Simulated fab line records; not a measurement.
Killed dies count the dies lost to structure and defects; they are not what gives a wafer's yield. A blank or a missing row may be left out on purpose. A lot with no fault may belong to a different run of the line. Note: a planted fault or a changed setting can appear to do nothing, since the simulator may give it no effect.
Which tool is to blame? || flow gf180mcu || 7 lots (21 wafers sampled), 1 step of a 602-step route

## WHAT THE GAUGES SHOWED, per wafer
GF_V3_CD_MEAS_14: the cd target is 260 nm.
{"lot": "L987", "measured": "day 23 01:47", "on": "cd sem-01", "cd nm (nm)": "260.6 260.9 260.0"}
{"lot": "L990", "measured": "day 24 07:13", "on": "cd sem-01", "cd nm (nm)": "258.9 259.7 260.2"}
{"lot": "L992", "measured": "day 25 01:44", "on": "cd sem-01", "cd nm (nm)": "261.0 262.0 261.1"}
{"lot": "L995", "measured": "day 26 02:47", "on": "cd sem-01", "cd nm (nm)": "259.5 258.9 259.0"}
{"lot": "L997", "measured": "day 26 17:34", "on": "cd sem-01", "cd nm (nm)": "259.3 258.1 257.7"}
{"lot": "L105", "measured": "day 29 00:37", "on": "cd sem-02", "cd nm (nm)": "258.0 258.9 258.2"}
{"lot": "L108", "measured": "day 29 17:16", "on": "cd sem-01", "cd nm (nm)": "260.1 259.7 260.0"}

## WHAT TOOL EACH LOT RAN ON (gives the tool, then ch and the chambers of the sampled wafers, and finally the start)
No process step before these readings appears in the record.

## THE ANSWER, worked out from the rows above alone
Rule: what is usual is taken from the lots themselves. Put in order of their means at a reading, lots are off if they are a third of the lots or fewer, leave a main group of 4 or more, and stand apart from it by a gap of 3 or more times the standard deviation of the main group's means; of several such gaps the widest counts. Not used: any main group whose means are identical at the precision the tables above print for the reading. A lot without any number at a reading at which 4 lots or more have one is off too. The other lots that the step has rows for count as sound.
No lot is off on any of the readings shown, so nothing can be concluded from this.

## WHAT THE SIMULATOR HAD INSERTED
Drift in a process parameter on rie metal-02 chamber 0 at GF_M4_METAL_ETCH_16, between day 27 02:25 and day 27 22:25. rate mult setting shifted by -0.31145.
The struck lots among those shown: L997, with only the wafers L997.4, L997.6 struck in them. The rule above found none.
